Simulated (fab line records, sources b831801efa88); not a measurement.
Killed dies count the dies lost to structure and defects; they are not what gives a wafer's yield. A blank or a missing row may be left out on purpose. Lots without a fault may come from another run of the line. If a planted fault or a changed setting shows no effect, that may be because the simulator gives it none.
Problem report in the 8D (eight disciplines) form, filled by code    flow sky130    the parts of the form that need people (team, actions taken, sign-off) are left out

## 1. THE PROBLEM
strip_time_to_endpoint_s at SKY_GATE_OXIDE_STRIP_13 reads a mean of 8.55 s on 6 wafers of 2 lots; wafers without a fault read 14.17 s with a standard deviation of 0.037. So: -99 or more standard deviations from the usual mean.
The step: strips in O2/N2.
Seen first at day 19 11:46 on plasma_asher-03, wafer L874.2. Wafers with a number at this step in the record: 36, from 12 lots. The rule behind "out" and "out of limits": a value lying over 4 standard deviations away from the usual mean. The other wafers with a number count as sound.

## 2. WHAT IT IS, AND WHAT IT ISN'T
question                     is                                        is not
which readings at this step  strip_time_to_endpoint_s, oes_product_au  drypump_motor_current_A
which lots                   L874, L876                                L859, L860, L863, L864, L865, L871, L873, L877, L881, L882
which wafers of those lots   all that have a number                    -
read on which tools          plasma_asher-03, plasma_asher-04          plasma_asher-02
when                         from day 19 11:46                         up to then (21 sound wafers); but 9 sound wafers of L877, L881, L882 came after

## 3. WHAT RULES OUT EACH SUSPECT
Counting: any tool at a process step up to the reading is kept as a suspect provided that every lot that is out went through it and no sound lot did after the first of them.
- litho_track-02 at SKY_GATE_OXIDE_COAT_05 (resist thk 1140 nm): ruled out as a lasting fault. The sound lots L882 went through it after L874, its earliest lot that is out (day 18 19:48).
Left after counting: nothing in the record.

## 4. THE CAUSE (what the simulator had put in)
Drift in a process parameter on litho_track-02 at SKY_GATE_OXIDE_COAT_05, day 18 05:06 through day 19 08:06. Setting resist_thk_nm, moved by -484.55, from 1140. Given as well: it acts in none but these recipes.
It was ruled out by counting, in error; the rule expects a fault to strike all lots run on its tool from its start on, and this fault did not.

## 5. THE CHAIN OF EFFECTS, in route order
Rows list readings where the struck wafers' mean (over those with a number) sits beyond 3 standard deviations from the usual. Scope: only readings with a usual standard deviation given in the record; hours: median across lots of the time from each lot's start at the first step in this table that gives one to its start at this step; sigmas: change in usual standard deviations.
hours  step                     reading                   usual       on struck wafers  change  sigmas
0      SKY_GATE_OXIDE_STRIP_13  oes_product_au            0.715 a.u.  0.588             -0.127  -26
0      SKY_GATE_OXIDE_STRIP_13  strip_time_to_endpoint_s  14.17 s     8.55              -5.62   -99 or more
Here are the process steps it includes:
- SKY_GATE_OXIDE_STRIP_13: strips in O2/N2.

## 6. WHAT WOULD HAVE CAUGHT IT SOONER
In this record the first reading out of limits was taken at day 19 11:46, 31 hours after the fault began at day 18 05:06.
An alarm limit of 4 standard deviations would not have fired on the tool readings at SKY_GATE_OXIDE_COAT_05 for which the record gives a usual standard deviation, since none of them was out on any struck wafer.
